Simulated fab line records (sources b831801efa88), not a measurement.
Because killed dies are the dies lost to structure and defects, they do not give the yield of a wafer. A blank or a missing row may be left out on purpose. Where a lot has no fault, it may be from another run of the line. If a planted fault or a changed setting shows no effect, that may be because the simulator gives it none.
Which tool did it? | flow gf180mcu | 14 lots with 42 wafers sampled at 4 steps, on a route of 602 steps

WHAT EACH GAUGE READ, for each wafer
GF_M3_THK_MEAS_06: measures by xrf. Usual: M3_ALCU_THK gives 447 nm (standard deviation 4.3).
lot  | measured     | on            | M3_ALCU_THK (nm) | flag
L102 | day 20 17:59 | film metro-03 | 447 445 450      |
L103 | day 20 23:48 | film metro-02 | 454 448 446      |
L104 | day 21 16:08 | film metro-03 | 442 439 441      |
L106 | day 22 19:02 | film metro-03 | 451 452 448      |
L107 | day 23 09:04 | film metro-02 | 447 447 444      |
L109 | day 23 12:31 | film metro-02 | 444 447 446      |
L108 | day 23 17:11 | film metro-03 | 440 445 436      |
L110 | day 24 00:35 | film metro-03 | 451 450 451      |
L112 | day 24 11:24 | film metro-03 | 445 449 450      |
L113 | day 25 01:14 | film metro-03 | 443 442 443      |
L118 | day 26 13:48 | film metro-02 | 445 446 447      |
L117 | day 26 14:54 | film metro-02 | 441 441 440      |
L123 | day 27 21:13 | film metro-03 | 446 444 440      |
L125 | day 28 11:41 | film metro-03 | 450 447 447      |

GF_V3_THK_MEAS_01. Usual: V3_CVD_00_THK gives 599 nm (standard deviation 5.4).
lot  | measured     | on            | V3_CVD_00_THK (nm) | flag
L102 | day 21 19:39 | film metro-04 | 588 595 589        |
L103 | day 22 01:14 | film metro-02 | 609 609 605        |
L104 | day 22 17:07 | film metro-02 | 597 594 598        |
L106 | day 23 19:26 | film metro-04 | 600 599 595        |
L107 | day 24 09:05 | film metro-03 | 606 598 600        |
L109 | day 24 12:07 | film metro-02 | 594 592 601        |
L108 | day 24 16:28 | film metro-03 | 587 590 589        |
L110 | day 25 00:05 | film metro-04 | 599 594 597        |
L112 | day 25 10:07 | film metro-03 | 598 599 601        |
L113 | day 25 23:44 | film metro-02 | 605 605 598        |
L118 | day 27 11:27 | film metro-03 | 608 601 606        |
L117 | day 27 12:08 | film metro-04 | 604 601 598        |
L123 | day 28 17:58 | film metro-03 | 610 607 610        |
L125 | day 29 07:35 | film metro-02 | 593 594 600        |

GF_M4_THK_MEAS_06: measures by xrf. Usual: M4_ALCU_THK gives 452 nm (standard deviation 5.9).
lot  | measured     | on            | M4_ALCU_THK (nm) | flag
L102 | day 22 22:33 | film metro-01 | 460 461 458      |
L103 | day 23 03:35 | film metro-04 | 461 462 461      |
L104 | day 23 19:07 | film metro-04 | 461 456 455      |
L106 | day 24 20:12 | film metro-01 | 455 456 456      |
L107 | day 25 09:20 | film metro-03 | 448 444 447      |
L109 | day 25 12:23 | film metro-04 | 446 449 444      |
L108 | day 25 16:49 | film metro-01 | 453 449 453      |
L110 | day 25 23:49 | film metro-03 | 443 441 442      |
L112 | day 26 09:59 | film metro-03 | 450 450 451      |
L113 | day 26 23:50 | film metro-01 | 455 466 463      |
L123 | day 29 16:34 | film metro-01 | 457 454 452      |
L125 | day 30 04:59 | film metro-01 | 452 444 446      |

TOOL THAT RAN EACH LOT (tool first, then ch and the chambers of the sampled wafers, then the start)
lot  | GF_V3_SPUTTER_22
L102 | pvd sputter-04, day 22 21:35
L103 | pvd sputter-02, day 23 02:37
L104 | pvd sputter-04, day 23 18:08
L106 | pvd sputter-04, day 24 19:00
L107 | pvd sputter-01, day 25 08:21
L109 | pvd sputter-02, day 25 11:24
L108 | pvd sputter-04, day 25 15:51
L110 | pvd sputter-01, day 25 22:50
L112 | pvd sputter-01, day 26 09:00
L113 | pvd sputter-02, day 26 22:50
L118 | pvd sputter-02, day 28 08:39
L117 | pvd sputter-04, day 28 09:36
L123 | pvd sputter-01, day 29 15:35
L125 | pvd sputter-04, day 30 03:59
- GF_V3_SPUTTER_22: material TiN, target thk 10 nm, time 40 s.

AS READ BY THE TOOLS THEMSELVES (means over the sampled wafers that have a number; for cases with no such wafer, the mark the record gives instead)
GF_V3_SPUTTER_22. Usual: cathode dc power W 4000.1 W, standard deviation 0.71; chamber pressure pa 5.001 Pa, standard deviation 0.0098; throttle valve pct 30.3 %, standard deviation 0.86.
lot  | tool           | cathode dc power W (W) | chamber pressure pa (Pa) | throttle valve pct (%) | flag
L102 | pvd sputter-04 | 4000.3                 | 4.996                    | 29.7                   |
L103 | pvd sputter-02 | 4000.3                 | 4.999                    | 30.9                   |
L104 | pvd sputter-04 | 3999.8                 | 5.004                    | 30.0                   |
L106 | pvd sputter-04 | 4000.0                 | 5.006                    | 30.1                   |
L107 | pvd sputter-01 | 4000.0                 | 4.999                    | 30.7                   |
L109 | pvd sputter-02 | 4000.1                 | 5.002                    | 30.7                   |
L108 | pvd sputter-04 | 3999.9                 | 5.005                    | 29.8                   |
L110 | pvd sputter-01 | 3999.9                 | 4.999                    | 30.1                   |
L112 | pvd sputter-01 | 4000.9                 | 4.999                    | 30.1                   |
L113 | pvd sputter-02 | 3999.9                 | 5.000                    | 30.8                   |
L118 | pvd sputter-02 | -                      | -                        | -                      | OFF
L117 | pvd sputter-04 | -                      | -                        | -                      | OFF
L123 | pvd sputter-01 | 3999.8                 | 4.995                    | 30.0                   |
L125 | pvd sputter-04 | 3999.8                 | 5.002                    | 30.5                   |

THE ANSWER, worked out from the rows above alone
Rule: a lot counts as off when the mean over its wafers that have a number is more than 3 standard deviations away from the usual mean. A lot without any number at a reading at which 4 lots or more have one is off too. The other lots that the step has rows for count as sound. First the gauges in route order, then the tools' own readings, where a lot's mean is used as printed above. At the first step where some lot is off, the reading lying furthest off is the one used; lots without a number count as furthest.
Off: L118, L117 (GF_V3_SPUTTER_22, cathode dc power W). Without a number there: L118, L117.
If a tool, at that step or one of the process steps before it, ran each lot that is off and ran no sound lot following the first of them, it fits. Of those tried, none fits.

WHAT WAS PUT IN BY THE SIMULATOR
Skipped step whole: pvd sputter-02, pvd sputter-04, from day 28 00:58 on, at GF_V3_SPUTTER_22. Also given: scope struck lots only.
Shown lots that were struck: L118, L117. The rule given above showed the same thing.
